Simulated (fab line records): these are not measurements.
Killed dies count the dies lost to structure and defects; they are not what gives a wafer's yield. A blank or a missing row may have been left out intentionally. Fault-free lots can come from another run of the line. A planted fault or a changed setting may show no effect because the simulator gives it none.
Struck lot and sound lot, side by side + flow sfq_line + 24 steps out of a route of 325
Sound: the wafers L606.3, L606.4, L606.5. Wafers L598.1, L598.2, L598.4 were the ones struck. Last of all comes the cause.
For every step that has rows: the tool of each side, followed by ch and its chambers, followed by its first start. Under that, the readings that differ: sound wafers + struck wafers + difference of the means + sigmas: that difference in standard deviations of wafers without a fault.
alike: readings whose means differ by less than 2 such deviations, and words and numbers that are the same on both sides. not compared: withheld readings, readings that some wafer has no value for, bounds like >300 that may hide the same value, and numbers for which the record gives no deviation and whose values overlap.
Wherever a step has rows on one side only, a row that says differs or no value, or a row with sigmas, the two part there. Numbers that have no deviation but don't overlap get no sigmas and don't part them. A reading missing from all wafers of one side parts the sides only when that side holds two or more wafers.

first, 6 steps without rows for these wafers: SFQ_TRILAYER_I2_VIA_LITHO_COAT_072 (resist thk 62 nm); SFQ_TRILAYER_I2_VIA_LITHO_COAT_067 (resist thk 650 nm); SFQ_TRILAYER_I2_VIA_LITHO_SOFTBAKE_071; SFQ_TRILAYER_I2_VIA_LITHO_EXPOSE_068 (exposes mask I2, target cd 500 nm); SFQ_TRILAYER_I2_VIA_LITHO_PEB_070 (peb time 60 s); SFQ_TRILAYER_I2_VIA_LITHO_DEVELOP_069 (time 60 s).
SFQ_I2_OVL_MEAS_918:
  sound on overlay-02 at day 42 22:04; struck on overlay-02 at day 42 00:20
  alike: I2_OVL
SFQ_TRILAYER_I2_VIA_BARC_OPEN_VIA_ETCH_096: etches BARC in O2, target depth 125 nm, time 41.7 s.
  sound on rie_diel-03 ch 1,2,3, day 42 22:06; struck on rie_diel-03 ch 1,2,3, day 42 00:22
  alike: drypump_motor_current_A, oes_product_au
  not compared: rf_hours_counter_h
SFQ_TRILAYER_I2_VIA_ETCH_VIA_ETCH_070: etches SiO2 in CHF3, stops on Nb, target depth 260 nm.
  sound on rie_diel-03 ch 1,2,3, day 42 22:08; struck on rie_diel-03 ch 1,2,3, day 42 00:25
  alike: drypump_motor_current_A, oes_product_au
SFQ_TRILAYER_I2_VIA_STRIP_STRIP_071: strips in O2.
  sound on rie_metal-03 ch 0,1, day 42 22:27; struck on rie_metal-01 ch 0,1, day 42 00:31
  alike: drypump_motor_current_A, oes_product_au
  not compared: rf_hours_counter_h
then, 2 steps without rows for these wafers: SFQ_TRILAYER_I2_VIA_STRIP_SOLV_CLEAN_072 (cleans in NMP, time 600 s); SFQ_TRILAYER_M3_DEP_PRE_CLEAN_074 (time 22.5 s).
SFQ_TRILAYER_M3_DEP_SPUTTER_073: material Nb, target thk 200 nm, time 133.3 s.
  sound on pvd_sputter-04 at day 42 23:03; struck on pvd_sputter-04 at day 42 01:20
  no value came back on the struck wafers for base_pressure_pa (Pa), cathode_dc_power_W (W), substrate_temp_c (C), throttle_valve_pct (%); on the sound wafers base_pressure_pa (Pa) reads 1.37e-06 1.38e-06 1.31e-06
SFQ_M3_RS_MEAS_919: measures by four-point-probe.
  sound on film_metro-02 at day 42 23:11; struck on film_metro-04 at day 42 01:25
| reading           | sound             | struck | difference                    | sigmas |
|-------------------|-------------------|--------|-------------------------------|--------|
| M3_NB_RS (ohm/sq) | 0.895 0.875 0.898 | - - -  | no value on the struck wafers |        |
then, 6 steps without rows for these wafers: SFQ_TRILAYER_M3_LITHO_COAT_080 (resist thk 62 nm); SFQ_TRILAYER_M3_LITHO_COAT_075 (resist thk 600 nm); SFQ_TRILAYER_M3_LITHO_SOFTBAKE_079; SFQ_TRILAYER_M3_LITHO_EXPOSE_076 (exposes mask M3, target cd 500 nm); SFQ_TRILAYER_M3_LITHO_PEB_078 (peb time 60 s); SFQ_TRILAYER_M3_LITHO_DEVELOP_077 (time 60 s).
-- the record jumps here: 6 days lie between the struck wafers' starts before and after --
SFQ_M3_OVL_MEAS_921:
  sound on overlay-02 at day 49 06:03; struck on overlay-02 at day 48 02:24
  alike: M3_OVL
SFQ_TRILAYER_M3_BARC_OPEN_METAL_ETCH_100: etches BARC in O2, target depth 125 nm, time 41.7 s.
  sound on rie_metal-02 ch 0,1, day 49 06:06; struck on rie_metal-04 ch 0,1, day 48 02:26
  alike: drypump_motor_current_A, oes_product_au
  not compared: rf_hours_counter_h
SFQ_TRILAYER_M3_ETCH_METAL_ETCH_078: etches Nb in Cl2/Ar, stops on SiO2, target depth 240 nm, time 120 s.
  sound on rie_metal-02 ch 0,1, day 49 06:11; struck on rie_metal-04 ch 0,1, day 48 02:30
| reading               | sound             | struck            | difference | sigmas |
|-----------------------|-------------------|-------------------|------------|--------|
| oes_product_au (a.u.) | 0.883 0.898 0.896 | 0.374 0.378 0.376 | -0.516     | -65    |
  alike: drypump_motor_current_A
  not compared: rf_hours_counter_h
SFQ_TRILAYER_M3_STRIP_STRIP_079: strips in O2.
  sound on rie_metal-02 ch 0,1, day 49 06:28; struck on rie_metal-04 ch 0,1, day 48 02:37
  alike: drypump_motor_current_A, oes_product_au
  not compared: rf_hours_counter_h

== WHERE THEY PART ==
Last at SFQ_TRILAYER_M3_ETCH_METAL_ETCH_078 as far as this record goes, first at SFQ_TRILAYER_M3_DEP_SPUTTER_073. Later steps at which nothing parts them and some readings are alike: SFQ_TRILAYER_M3_STRIP_STRIP_079.

WHY: whatever the simulator had introduced
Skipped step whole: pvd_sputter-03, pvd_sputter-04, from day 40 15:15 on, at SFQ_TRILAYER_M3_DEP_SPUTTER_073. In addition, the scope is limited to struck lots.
